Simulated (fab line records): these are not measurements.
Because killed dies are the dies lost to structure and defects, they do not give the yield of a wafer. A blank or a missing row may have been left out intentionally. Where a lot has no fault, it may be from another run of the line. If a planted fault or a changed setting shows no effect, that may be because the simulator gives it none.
Chamber matching -- flow gf180mcu -- GF_V2_CVD_02 on pecvd-01: 3 sister chambers
The step deposits SiO2 from TEOS, target thk 850 nm, time 94.851 s. 3 wafers are shown with their chamber, then 7 later ones without.

## WAFERS PAIRED WITH THEIR CHAMBERS
wafer,chamber,heaterPowerW (W)
L398.3,0,568
L400.1,2,668
L400.5,1,556

## WAFERS WITH NO CHAMBER GIVEN
wafer,heaterPowerW (W)
L400.6,672
L402.1,639
L402.2,603
L402.6,537
L403.1,591
L403.4,675
L403.5,544

## CHAMBER TAKEN BY EACH
wafer,from the rows above,in truth
L400.6,2,2
L402.1,can't be placed: 2 or 0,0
L402.2,can't be placed: 0 or 1 or 2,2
L402.6,can't be placed: 1 or 0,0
L403.1,can't be placed: 0 or 1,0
L403.4,2,2
L403.5,can't be placed: 1 or 0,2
Placed correctly: 2 of 7. From these rows, 5 cannot be placed; in 4 the true chamber is one of the candidates. 0 placed wrongly.
How it was worked out, from the rows above alone: a wafer's distance from a chamber is the root of the sum, over the readings, of the square of ((its reading less the chamber's mean) divided by the reading's scatter). If the next closest chamber is less than 2 further off than the closest, the wafer can't be placed; otherwise it belongs to the closest. A chamber's mean is the mean of its shown wafers. The scatter (one wafer shown for each chamber): square how far every hidden wafer sits from the nearest shown wafer, average those squares and take the square root.
